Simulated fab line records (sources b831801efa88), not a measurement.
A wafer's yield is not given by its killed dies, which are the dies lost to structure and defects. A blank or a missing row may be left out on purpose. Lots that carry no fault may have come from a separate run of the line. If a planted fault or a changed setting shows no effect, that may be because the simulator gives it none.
fab line records | flow sky130
[record] lots = 12 wafers = 36 lastDay = 50
route steps=708 shown SD_N@350 LOCAL_INTERCONNECT@387 CONTACT@408
lots with no fault: from the same line, run without faults
startH: start of the lot's first displayed wafer, in hours after the record's first day | waitH: hours from the lot's prior step to this one | " repeats the value in the row above | L1.1+2: one row covering several wafers at once | - no value, or no start given | * or withheld: withheld | < > ~ a bound
route shown NAME@n: a module of which the file shows steps, and the number in the route of the first | usual: the fault-free wafers' mean and standard deviation | same: alike in all rows | chamber/n: place in a boat | sites: each site's reading | _std_site: standard deviation across them | _edge_site: mean of outer sites minus mean of inner sites | radiusMm: for every site, how far away it sits from the centre of the wafer | mask NAME#n: copy n | behind: the most recent tool/chamber to have shaped the wafer | hold: reason for holding the lot/hours on hold/outcome of the hold | device: names the non-switching transistor (n, p or np) | end of line: the route-end tests of the same wafers | for a step that has no rows: nothing shown but its recipe | killed: dies lost to structure and defects at the first sort, not the wafer's yield | map: a wafer's dies, x killed, . not, _ none there
set.NAME: the run value of the setting; set.NAME@STEP: its run value at that earlier step | model.NAME: the simulator's own value behind a step, which no gauge read
a sample of lots followed through the steps of the route, with each step as a table and each wafer as a row
services: from which hour (startH, from the record's first day; less than 0 if before it) a tool's chamber was out of use, for how many hours, and why
[[steps]]
[step SKY_SD_N_OVL_MEAS_08]
[usual] SD_N_OVL = -0.4/1.5
// columns lot.wafer tool chamber startH waitH SD_N_OVL[nm]
L861.1 overlay-02 - 641.37 0.1 -0.2
L861.3 " - " " -2.1
L861.5 " - " " -0.8
L863.1 overlay-01 - 662.52 0.1 -2.7
L863.4 " - " " -2.6
L863.5 " - " " 0.1
L867.2 overlay-01 - 702.03 0.1 1.7
L867.5 " - " " -0.7
L867.6 " - " " 1.1
L869.4 overlay-02 - 743.94 0.1 -0.7
L869.5 " - " " -1.2
L869.6 " - " " -2.7
L871.2 overlay-02 - 753.48 0.1 1.2
L871.4 " - " " -0.1
L871.6 " - " " 2.2
L872.3 overlay-01 - 764.99 0.1 -0.1
L872.4 " - " " 0.4
L872.5 " - " " -0.5
L875.1 overlay-02 - 774.08 0.1 -0.7
L875.3 " - " " -3.9
L875.4 " - " " -1.3
L876.2 overlay-02 - 778.63 0.1 0.0
L876.5 " - " " -0.7
L876.6 " - " " -0.6
L878.3 overlay-02 - 783.44 0.1 -2.5
L878.5 " - " " -1.6
L878.6 " - " " -1.1
L881.1 overlay-01 - 816.58 0.1 -0.2
L881.3 " - " " -1.3
L881.6 " - " " 1.5
L882.1 overlay-01 - 818.48 0.1 0.2
L882.3 " - " " -0.6
L882.5 " - " " -1.1
L883.1 overlay-01 - 821.52 0.1 -0.4
L883.3 " - " " -1.6
L883.5 " - " " -3.9
[step SKY_LOCAL_INTERCONNECT_SPUTTER_00]
[recipe] material = TiN targetThkNm = 100 tempC = 300 powerW = 6500 timeS = 83.3 chamberPressurePa = 0.4
[usual] throttleValvePct = 29.6/0.88
[same] timeS = 83.3
// columns lot.wafer tool chamber startH waitH throttleValvePct
L861.1 pvdSputter-04 - 673.03 0.2 31.6
L861.3 " - " " 29.7
L861.5 " - " " 29.8
L863.1 pvdSputter-01 - 693.89 0.2 29.3
L863.4 " - " " 30.7
L863.5 " - " " 28.7
L867.2 pvdSputter-01 - 733.20 0.1 28.9
L867.5 " - " " 29.0
L867.6 " - " " 30.6
L869.4 pvdSputter-04 - 773.91 0.2 31.4
L869.5 " - " " 29.9
L869.6 " - " " 29.8
L871.2 pvdSputter-04 - 784.45 0.1 30.1
L871.4 " - " " 31.4
L871.6 " - " " 30.0
L872.3 pvdSputter-01 - 794.04 0.1 29.5
L872.4 " - " " 30.8
L872.5 " - " " 28.4
L875.1 pvdSputter-01 - 804.33 0.2 28.8
L875.3 " - " " 29.5
L875.4 " - " " 30.7
L876.2 pvdSputter-03 - 806.55 0.1 29.7
L876.5 " - " " 30.4
L876.6 " - " " 29.6
L878.3 pvdSputter-01 - 811.32 0.1 29.1
L878.5 " - " " 29.1
L878.6 " - " " 29.7
L881.1 pvdSputter-04 - 846.79 0.1 31.3
L881.3 " - " " 29.7
L881.6 " - " " 30.0
L882.1 pvdSputter-01 - 847.97 0.1 31.0
L882.3 " - " " 29.1
L882.5 " - " " 30.7
L883.1 pvdSputter-01 - 851.03 0.1 29.0
L883.3 " - " " 30.6
L883.5 " - " " 29.0
[step SKY_CONTACT_HDPCVD_02]
[recipe] material = SiO2 targetThkNm = 565 sigmaOpenFrac = 0.3 timeS = 94.2 tempC = 600 sih4FlowSccm = 60 pressureMtorr = 6
[usual] runLengthS = 121.9/0.59
// columns lot.wafer tool chamber startH waitH runLengthS
L861.1 hdpcvd-01 1 702.56 0.1 121.8
L861.3 " 2 " " 120.9
L861.5 " 1 " " 122.4
L863.1 hdpcvd-02 1 722.25 0.1 121.9
L863.4 " 1 " " 122.2
L863.5 " 0 " " 122.6
L867.2 hdpcvd-01 1 761.73 0.0 122.0
L867.5 " 0 " " 121.7
L867.6 " 2 " " 121.2
L869.4 hdpcvd-02 1 800.82 0.1 121.8
L869.5 " 2 " " 121.9
L869.6 " 0 " " 123.2
L871.2 hdpcvd-02 1 810.65 0.0 121.9
L871.4 " 0 " " 123.8
L871.6 " 1 " " 122.0
L872.3 hdpcvd-02 1 820.59 0.0 121.9
L872.4 " 1 " " 122.1
L872.5 " 2 " " 121.6
L875.1 hdpcvd-02 0 831.09 0.1 122.7
L875.3 " 1 " " 121.9
L875.4 " 0 " " 122.6
L876.2 hdpcvd-02 1 833.73 0.0 122.0
L876.5 " 1 " " 122.5
L876.6 " 2 " " 113.1
L878.3 hdpcvd-01 0 839.42 0.0 121.9
L878.5 " 1 " " 122.1
L878.6 " 2 " " 121.7
L881.1 hdpcvd-02 1 873.70 0.1 122.4
L881.3 " 0 " " 123.3
L881.6 " 2 " " 113.2
L882.1 hdpcvd-01 2 874.28 0.1 120.8
L882.3 " 1 " " 122.1
L882.5 " 1 " " 122.0
L883.1 hdpcvd-01 0 877.75 0.1 121.9
L883.3 " 2 " " 121.3
L883.5 " 1 " " 121.7
[step SKY_CONTACT_THK_MEAS_03]
[recipe] reads = SiO2_of_CONTACT_HDPCVD_02
[usual] CONTACT_HDPCVD_THK = 563/6.2
// columns lot.wafer tool chamber startH waitH CONTACT_HDPCVD_THK[nm]
L861.1 filmMetro-04 - 702.63 0.0 559
L861.3 " - " " 565
L861.5 " - " " 555
L863.1 filmMetro-02 - 722.32 0.0 560
L863.4 " - " " 565
L863.5 " - " " 553
L867.2 filmMetro-01 - 761.81 0.0 557
L867.5 " - " " 557
L867.6 " - " " 563
L869.4 filmMetro-01 - 800.88 0.0 563
L869.5 " - " " 556
L869.6 " - " " 548
L871.2 filmMetro-01 - 810.73 0.0 557
L871.4 " - " " 549
L871.6 " - " " 562
L872.3 filmMetro-04 - 820.68 0.1 561
L872.4 " - " " 558
L872.5 " - " " 562
L875.1 filmMetro-01 - 831.16 0.0 568
L875.3 " - " " 562
L875.4 " - " " 559
L876.2 filmMetro-01 - 833.81 0.0 567
L876.5 " - " " 564
L876.6 " - " " 514
L878.3 filmMetro-01 - 839.51 0.1 559
L878.5 " - " " 559
L878.6 " - " " 560
L881.1 filmMetro-01 - 873.77 0.0 574
L881.3 " - " " 565
L881.6 " - " " 506
L882.1 filmMetro-02 - 874.35 0.0 573
L882.3 " - " " 565
L882.5 " - " " 566
L883.1 filmMetro-01 - 877.82 0.0 562
L883.3 " - " " 568
L883.5 " - " " 573
[step SKY_CONTACT_CMP_04]
[recipe] material = SiO2 downForcePsi = 4 platenRpm = 60 padVelocityMS = 0.94248
[usual] motorCurrentA = 11.6/0.78 slurryFlowMlMin = 150.0/0.5 timeToEndpointS = 79/4.3
// columns lot.wafer tool chamber startH waitH motorCurrentA slurryFlowMlMin timeToEndpointS
L861.1 cmp-01 3 702.79 0.1 12.4 149.5 80
L861.3 " 0 " " 10.4 149.8 80
L861.5 " 1 " " 11.5 150.6 79
L863.4 cmp-02 3 722.38 0.0 10.5 150.2 77
L863.1 " 0 " " 11.4 150.6 73
L863.5 " 3 " " 11.4 150.0 73
L867.2 cmp-01 2 761.86 0.0 13.3 149.6 79
L867.5 " 2 " " 12.9 149.5 77
L867.6 " 3 " " 11.6 149.3 84
L869.4 cmp-01 1 800.96 0.1 11.3 149.9 84
L869.6 " 0 " " 10.4 150.0 74
L869.5 " 1 " " 12.0 150.1 78
L871.2 cmp-02 1 810.78 0.0 11.2 150.9 78
L871.4 " 3 " " 10.5 149.4 85
L871.6 " 2 " " 11.7 150.7 81
L872.3 cmp-02 1 820.82 0.1 10.9 150.3 78
L872.4 " 2 " " 11.5 149.5 75
L872.5 " 3 " " 10.7 149.4 81
L875.4 cmp-01 1 831.22 0.0 12.6 149.8 83
L875.1 " 3 " " 12.6 150.0 82
L875.3 " 0 " " 10.3 149.8 77
L876.2 cmp-02 1 834.01 0.2 11.7 150.3 79
L876.5 " 2 " " 11.5 150.1 77
L876.6 " 3 " " 11.1 150.3 62
L878.3 cmp-01 3 839.55 0.0 12.3 149.5 78
L878.6 " 3 " " 11.7 150.0 79
L878.5 " 0 " " 10.4 150.2 73
L881.1 cmp-02 1 873.88 0.1 11.1 150.3 83
L881.3 " 2 " " 12.0 149.7 78
L881.6 " 1 " " 11.8 149.6 54
L882.1 cmp-01 2 874.46 0.1 12.9 149.8 82
L882.3 " 3 " " 11.9 149.7 84
L882.5 " 2 " " 12.5 150.2 82
L883.3 cmp-02 3 877.88 0.0 11.4 149.8 80
L883.1 " 2 " " 12.0 150.1 73
L883.5 " 3 " " 11.1 150.3 83
[step SKY_CONTACT_THK_MEAS_26]
[recipe] thkMeasGauge = xrf reads = W_of_CONTACT_CVD_24
[usual] CONTACT_W_THK = 353/6
// columns lot.wafer tool chamber startH waitH CONTACT_W_THK[nm]
L861.1 filmMetro-02 - 731.31 0.1 349
L861.3 " - " " 349
L861.5 " - " " 347
L863.1 filmMetro-02 - 750.95 0.1 358
L863.4 " - " " 352
L863.5 " - " " 361
L867.2 filmMetro-02 - 790.29 0.1 355
L867.5 " - " " 350
L867.6 " - " " 359
L869.4 filmMetro-01 - 828.61 0.1 353
L869.5 " - " " 351
L869.6 " - " " 356
L871.2 filmMetro-04 - 838.89 0.1 343
L871.4 " - " " 351
L871.6 " - " " 344
L872.3 filmMetro-01 - 848.82 0.1 347
L872.4 " - " " 354
L872.5 " - " " 346
L875.1 filmMetro-02 - 859.07 0.1 359
L875.3 " - " " 351
L875.4 " - " " 367
L876.2 filmMetro-01 - 861.79 0.1 347
L876.5 " - " " 356
L876.6 " - " " 347
L878.3 filmMetro-02 - 867.00 0.1 357
L878.5 " - " " 360
L878.6 " - " " 353
L881.1 filmMetro-04 - 900.44 0.1 348
L881.3 " - " " 354
L881.6 " - " " 353
L882.1 filmMetro-04 - 901.39 0.1 354
L882.3 " - " " 358
L882.5 " - " " 352
L883.1 filmMetro-02 - 905.10 0.1 352
L883.3 " - " " 364
L883.5 " - " " 358
[[services]]
// columns tool chamber startH hours kind
hdpcvd-02 - 650.75 15.0 pm
hdpcvd-02 0 650.75 15.0 ventCycle
hdpcvd-02 1 650.75 15.0 ventCycle
hdpcvd-02 2 650.75 15.0 ventCycle
cmp-02 - 658.46 3.9 repair
hdpcvd-02 0 665.75 - clean
hdpcvd-02 1 665.75 - clean
hdpcvd-02 2 665.75 - clean
cmp-02 - 667.15 5.2 pm
hdpcvd-01 - 715.82 1.2 repair
hdpcvd-01 - 731.97 2.8 pm
pvdSputter-01 - 741.10 16.8 repair
cmp-01 - 744.15 4.0 pm
cmp-01 - 748.15 - consumableReplace:conditioner
cmp-01 - 777.44 0.9 repair
hdpcvd-01 - 780.78 1.2 repair
cmp-01 - 781.58 5.0 pm
pvdSputter-04 - 789.37 1.3 repair
hdpcvd-02 - 833.98 2.1 repair
pvdSputter-03 - 841.88 4.9 repair
hdpcvd-01 0 855.04 2.0 repair
hdpcvd-02 - 863.79 2.8 pm
cmp-01 - 865.34 0.4 repair
pvdSputter-01 - 867.85 1.5 repair
[[key]]
[firstSign] step = SKY_CONTACT_HDPCVD_02 reading = runLengthS direction = down sigmas = 15 usual = * struck = *
[effect] step = SKY_CONTACT_THK_MEAS_03 reading = CONTACT_HDPCVD_THK direction = down sigmas = 8.5 usual = 563 struck = 510
[effect] step = SKY_CONTACT_CMP_04 reading = timeToEndpointS direction = down sigmas = 4.9 usual = * struck = *
metAt SKY_CONTACT_HDPCVD_02
struckLots L876,L881
struckWafers L876.6,L881.6
testerLeftOut L876,L881
notActingAt SKY_SD_N_OVL_MEAS_08,SKY_LOCAL_INTERCONNECT_SPUTTER_00,SKY_CONTACT_THK_MEAS_26
onsetBetween 820.59 833.73
[fault] kind = processParameterDrift tool = hdpcvd-02 chamber = 2 onsetH = 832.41 steps = SKY_CONTACT_HDPCVD_02 channel = timeS offset = * shape = step endH = 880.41 actsIn = * stated = *
// testerLeftOut: of these lots the tester's yield and bins aren't shown, on N5 and GAA mostly nor the transistor test; their killed dies are dies lost to structure and defects alone, not to doping, threshold or leakage, so they don't give the yield
